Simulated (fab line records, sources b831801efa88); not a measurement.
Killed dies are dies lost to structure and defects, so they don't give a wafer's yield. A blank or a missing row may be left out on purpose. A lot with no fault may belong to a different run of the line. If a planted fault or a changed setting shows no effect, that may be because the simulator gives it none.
Struck lot and sound lot, side by side ; flow sky130 ; 18 steps out of a route of 708
Sound: these wafers, L849.1, L849.4, L849.6. Struck: wafers L861.2, L861.4, L861.6. Last of all comes the cause.
At each step with rows: each side's tool, then ch and its chambers, then its first start. Under that, the readings that differ: sound wafers ; struck wafers ; difference of the means ; sigmas: that difference in standard deviations of wafers without a fault.
alike: a reading whose means differ by less than 2 such deviations, as well as words and numbers matching on both sides. not compared: withheld readings; readings where some wafer has no value; bounds like >300 that might hide an equal value; numbers whose values overlap and for which the record gives no deviation.
The two part at a step that has a row with sigmas, a row that says differs or no value, or rows on one side only. Numbers that don't overlap but have no deviation are shown without sigmas and don't part them. A reading that every wafer of one side lacks parts them only if that side has two wafers or more.

SKY_CONTACT_CMP_04: polishes SiO2.
  sound on cmp-02 ch 1,2, day 32 06:58; struck on cmp-01 ch 0,2, day 35 17:40
  alike: edge zone pressure frac, head pressure psi, motor current A, time to endpoint s
SKY_CONTACT_BOW_MEAS_05:
  struck on film metro-01, day 35 17:59; sound on film metro-02, day 32 07:16
  alike: CONTACT_BOW
then, 8 steps without rows for these wafers: SKY_CONTACT_DEHYDRATE_06 (time 60 s); SKY_CONTACT_HMDS_07 (prime time 60 s); SKY_CONTACT_COAT_08 (resist thk 60 nm); SKY_CONTACT_COAT_09 (resist thk 450 nm); SKY_CONTACT_SOFTBAKE_10 (time 90 s); SKY_CONTACT_EXPOSE_11 (exposes mask CTM1, target cd 170 nm); SKY_CONTACT_PEB_12; SKY_CONTACT_DEVELOP_13 (develop time 60 s).
SKY_CONTACT_CD_MEAS_14: the cd target is 170 nm.
  struck on cd sem-01, day 36 19:16; sound on cd sem-02, day 33 08:47
reading;sound;struck;difference;sigmas
cd nm (nm);170.0 171.3 169.5;167.7 167.5 166.5;-3.0;-2
SKY_CONTACT_OVL_MEAS_15:
  struck on overlay-02, day 36 19:22; sound on overlay-01, day 33 08:54
  alike: CONTACT_OVL
SKY_CONTACT_ETCH_16: etches BARC in N2/H2, stops on SiO2, time 45.9 s, target depth 60 nm.
  sound on rie diel-01 ch 0,1,2, day 33 08:56; struck on rie diel-01 ch 1,2,3, day 36 19:24
reading;sound;struck;difference;sigmas
model.KrF-thick_of_CONTACT_COAT_09.thk nm (nm);395.3 393.5 392.8;367.7 366.4 364.6;-27.6;
  alike: drypump motor current A, oes product au, throttle valve pct
  not compared: rf hours counter h, model.CONTACT.cd nm
SKY_CONTACT_ETCH_17: etches SiO2 in C4F8/O2/Ar, stops on Si3N4, target depth 340 nm.
  sound on rie diel-01 ch 0,1,2, day 33 08:59; struck on rie diel-01 ch 1,2,3, day 36 19:27
  alike: oes product au
SKY_CONTACT_ETCH_18: etches Si3N4 in CHF3/O2, stops on TiN, time 39 s, target depth 75 nm.
  sound on rie diel-01 ch 0,1,2; struck on rie diel-01 ch 1,2,3
reading;sound;struck;difference;sigmas
model.KrF-thick_of_CONTACT_COAT_09.thk nm (nm);251.1 247 243;223.1 219.5 212.8;-28.6;
  alike: drypump motor current A, oes product au, throttle valve pct
  not compared: rf hours counter h, model.CONTACT.cd nm
SKY_CONTACT_STRIP_19: strips in O2/N2.
  sound on plasma asher-02 ch 0,1, day 33 09:04; struck on plasma asher-02 ch 0, day 36 19:32
reading;sound;struck;difference;sigmas
oes product au (a.u.);0.387 0.387 0.376;0.371 0.381 0.362;-0.012;-2
strip time to endpoint s (s);3.71 3.66 3.63;3.40 3.36 3.30;-0.31;-8
  alike: drypump motor current A
  not compared: rf hours counter h
then, 1 step without rows for these wafers: SKY_CONTACT_STRIP_20 (strips in post etch residue remover, time 1200 s).
-- the record jumps here: 13 days lie between the struck wafers' starts before and after (it left off in module CONTACT and takes up again in module PAD_OPEN, whose first step shown is number 708 of the route) --
SKY_PAD_OPEN_PROBE_99:
  struck on prober-01, day 49 17:31; sound on prober-01, day 47 05:52
  alike: killed_at_M0_to_M3, killed_at_M4_up, killed at contacts, killed at front end, killed at other, killed dies, killed open, killed short
  not compared: model.etest.mcon chain.rc ohm

== WHERE THEY PART ==
Earliest at SKY_CONTACT_CD_MEAS_14; latest, in this record, at SKY_CONTACT_STRIP_19. Later steps at which nothing parts them and some readings are alike: SKY_PAD_OPEN_PROBE_99.

WHY: the cause the simulator had injected
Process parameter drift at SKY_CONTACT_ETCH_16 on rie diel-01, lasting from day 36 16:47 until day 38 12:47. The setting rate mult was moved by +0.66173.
